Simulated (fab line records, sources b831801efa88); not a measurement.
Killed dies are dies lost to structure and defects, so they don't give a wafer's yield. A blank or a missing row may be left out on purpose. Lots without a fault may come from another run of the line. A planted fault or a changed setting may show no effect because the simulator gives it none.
Which tool did it? | flow gf180mcu | 13 lots, 39 wafers sampled, at 6 steps of a route of 602

WHAT THE GAUGES READ, wafer by wafer
GF_VT_IMPLANT_OVL_MEAS_29. Usual: VT_IMPLANT_02_OVL -0.5 nm, standard deviation 1.6.
lot  | measured     | on         | VT_IMPLANT_02_OVL (nm) | flag
L474 | day 6 20:48  | overlay-02 | -2.8 -3.1 -2.8         |
L476 | day 7 13:00  | overlay-01 | - - -                  | OFF
L477 | day 7 16:21  | overlay-01 | -2.0 -1.7 -1.3         |
L487 | day 10 11:09 | overlay-01 | 1.8 0.9 2.3            |
L488 | day 10 17:27 | overlay-01 | -0.5 -0.3 -1.8         |
L489 | day 11 00:43 | overlay-02 | 1.5 0.6 -0.3           |
L490 | day 11 07:53 | overlay-02 | -1.0 -1.4 -0.5         |
L492 | day 11 20:06 | overlay-02 | 1.1 1.9 1.3            |
L493 | day 11 23:55 | overlay-02 | 1.5 0.4 1.4            |
L494 | day 12 12:19 | overlay-02 | -1.5 -2.7 -1.0         |
L495 | day 12 17:03 | overlay-01 | -0.4 0.7 -0.1          |
L496 | day 12 20:18 | overlay-01 | -3.0 -2.1 -2.7         |
L497 | day 13 04:28 | overlay-01 | -2.3 -2.6 -2.0         |

GF_VT_IMPLANT_TW_MEAS_32. Usual: VT_IMPLANT_3_TW 267.0, standard deviation 1.6.
lot  | measured     | on            | VT_IMPLANT_3_TW   | flag
L474 | day 6 21:05  | film_metro-02 | 266.1 264.4 264.2 |
L476 | day 7 13:17  | film_metro-01 | 30.2 30.0 30.0    | OFF
L477 | day 7 16:38  | film_metro-01 | 268.8 269.8 268.7 |
L487 | day 10 11:26 | film_metro-02 | 266.6 267.8 265.7 |
L488 | day 10 17:44 | film_metro-02 | 266.4 265.1 265.4 |
L489 | day 11 01:01 | film_metro-02 | 267.4 266.5 266.7 |
L490 | day 11 08:11 | film_metro-02 | 266.8 266.5 267.3 |
L492 | day 11 20:23 | film_metro-02 | 266.1 267.1 266.9 |
L493 | day 12 00:12 | film_metro-02 | 264.3 265.3 264.9 |
L494 | day 12 12:37 | film_metro-02 | 264.8 266.3 266.1 |
L495 | day 12 17:20 | film_metro-03 | 269.3 267.1 269.3 |
L496 | day 12 20:35 | film_metro-01 | 269.6 270.0 269.0 |
L497 | day 13 04:46 | film_metro-01 | 269.7 268.3 269.3 |

GF_POLY_GATE_CD_MEAS_10: target cd 280 nm. Usual: cd_nm 279.9 nm, standard deviation 1.3.
lot  | measured     | on        | cd_nm (nm)        | flag
L474 | day 9 04:25  | cd_sem-02 | 278.9 279.3 278.2 |
L477 | day 10 02:08 | cd_sem-02 | 278.8 279.4 278.6 |
L487 | day 13 02:54 | cd_sem-01 | 281.8 282.0 282.0 |
L488 | day 13 11:15 | cd_sem-01 | 281.1 279.6 280.0 |
L489 | day 13 18:01 | cd_sem-02 | 280.6 279.9 279.1 |
L490 | day 14 01:14 | cd_sem-01 | 282.1 281.5 282.1 |
L492 | day 14 18:09 | cd_sem-02 | 280.3 280.4 280.5 |
L493 | day 14 19:40 | cd_sem-02 | 281.0 281.1 280.5 |
L494 | day 15 07:41 | cd_sem-01 | 277.9 278.2 279.6 |
L495 | day 15 12:21 | cd_sem-01 | 279.7 279.5 279.6 |
L496 | day 15 16:21 | cd_sem-02 | 279.2 277.8 279.5 |
L497 | day 16 02:56 | cd_sem-02 | 279.2 279.0 278.8 |

GF_POLY_GATE_THK_MEAS_17. Usual: POLY_GATE_OXIDATION_THK 3.98 nm, standard deviation 0.09.
lot  | measured     | on            | POLY_GATE_OXIDATION_THK (nm) | flag
L474 | day 9 06:59  | film_metro-04 | 3.84 3.83 3.85               |
L477 | day 10 03:48 | film_metro-02 | 4.01 3.97 3.90               |
L487 | day 13 05:35 | film_metro-02 | 4.04 4.01 4.00               |
L488 | day 13 12:54 | film_metro-01 | 3.96 3.88 3.93               |
L489 | day 13 20:45 | film_metro-04 | 3.91 3.93 3.95               |
L490 | day 14 02:54 | film_metro-04 | 4.12 3.99 4.01               |
L492 | day 14 20:38 | film_metro-02 | 3.90 3.98 3.90               |
L493 | day 14 21:53 | film_metro-01 | 4.04 4.03 4.06               |
L494 | day 15 09:20 | film_metro-02 | 4.02 4.04 3.97               |
L495 | day 15 14:01 | film_metro-01 | 4.00 4.01 3.96               |
L496 | day 15 18:01 | film_metro-01 | 4.11 4.03 4.12               |
L497 | day 16 04:34 | film_metro-02 | 3.98 3.94 3.94               |

GF_HV_LDD_CD_MEAS_31: target cd 400 nm. Usual: cd_nm 400.0 nm, standard deviation 2.
lot  | measured     | on        | cd_nm (nm)        | flag
L474 | day 11 14:07 | cd_sem-02 | 398.6 397.4 399.9 |
L477 | day 12 12:42 | cd_sem-01 | 396.2 397.8 395.1 |
L487 | day 15 22:03 | cd_sem-01 | 398.6 400.4 398.0 |
L488 | day 16 04:19 | cd_sem-01 | 400.0 401.8 400.6 |
L489 | day 16 14:13 | cd_sem-01 | 395.7 398.3 395.3 |
L490 | day 16 20:54 | cd_sem-01 | 400.7 402.7 400.5 |
L492 | day 17 12:22 | cd_sem-02 | 400.2 401.1 402.4 |
L493 | day 17 15:09 | cd_sem-01 | 399.9 399.6 399.1 |
L494 | day 18 04:23 | cd_sem-01 | 401.1 401.8 401.8 |
L495 | day 18 07:38 | cd_sem-01 | 399.8 400.5 401.1 |
L496 | day 18 10:54 | cd_sem-01 | 404.3 402.9 403.5 |
L497 | day 19 00:32 | cd_sem-02 | 403.2 403.5 402.4 |

WHICH TOOL RAN EACH LOT (tool, then ch and the chambers of the sampled wafers, then the start)
lot  | GF_VT_IMPLANT_EXPOSE_26
L474 | iline_stepper-01 ch 0, day 6 13:14
L476 | iline_stepper-01 ch 0, day 7 05:36
L477 | iline_stepper-01 ch 0, day 7 08:46
L487 | iline_stepper-02 ch 0, day 10 03:02
L488 | iline_stepper-02 ch 0, day 10 07:58
L489 | iline_stepper-02 ch 0, day 10 15:11
L490 | iline_stepper-02 ch 0, day 10 23:03
L492 | iline_stepper-02 ch 0, day 11 10:25
L493 | iline_stepper-01 ch 0, day 11 14:51
L494 | iline_stepper-01 ch 0, day 12 02:34
L495 | iline_stepper-02 ch 0, day 12 07:17
L496 | iline_stepper-02 ch 0, day 12 10:45
L497 | iline_stepper-01 ch 0, day 12 18:53
- GF_VT_IMPLANT_EXPOSE_26: exposes mask LVPWELL HV AREA, target cd 860 nm.

WHAT THE TOOLS THEMSELVES READ (means of the sampled wafers that have a number; where no wafer has one, the mark that the record gives instead)
GF_VT_IMPLANT_EXPOSE_26. Usual: stage_vel_mm_s 500.04 mm/s, standard deviation 0.28.
lot  | tool             | stage_vel_mm_s (mm/s) | flag
L474 | iline_stepper-01 | 500.00                |
L476 | iline_stepper-01 | 500.13                |
L477 | iline_stepper-01 | 500.11                |
L487 | iline_stepper-02 | 500.00                |
L488 | iline_stepper-02 | 499.93                |
L489 | iline_stepper-02 | 500.03                |
L490 | iline_stepper-02 | 500.01                |
L492 | iline_stepper-02 | 499.96                |
L493 | iline_stepper-01 | 500.18                |
L494 | iline_stepper-01 | 500.57                |
L495 | iline_stepper-02 | 500.28                |
L496 | iline_stepper-02 | 499.94                |
L497 | iline_stepper-01 | 500.47                |

THE ANSWER, worked out from the rows above alone
Rule: a lot is off if the mean of its wafers that have a number lies more than 3 standard deviations from the usual mean. A lot without any number at a reading at which 4 lots or more have one is off too. The other lots that the step has rows for count as sound. The gauges are gone through in route order, then the tools' own readings, and for those a lot's mean is taken as printed above. The first step at which some lot is off is used, and at that step the reading that is off furthest; a lot without a number counts as furthest.
Off: L476, at GF_VT_IMPLANT_OVL_MEAS_29 (VT_IMPLANT_02_OVL). Without a number there: L476.
A tool fits if, at a process step before that reading, it ran every lot that is off, and no sound lot after the first of them. The gauges at GF_VT_IMPLANT_OVL_MEAS_29 aren't tried: what is off there is off at GF_VT_IMPLANT_TW_MEAS_32 too, on other tools, and a gauge's error can't cause that. None of those tried fits.

WHAT THE SIMULATOR HAD PUT IN
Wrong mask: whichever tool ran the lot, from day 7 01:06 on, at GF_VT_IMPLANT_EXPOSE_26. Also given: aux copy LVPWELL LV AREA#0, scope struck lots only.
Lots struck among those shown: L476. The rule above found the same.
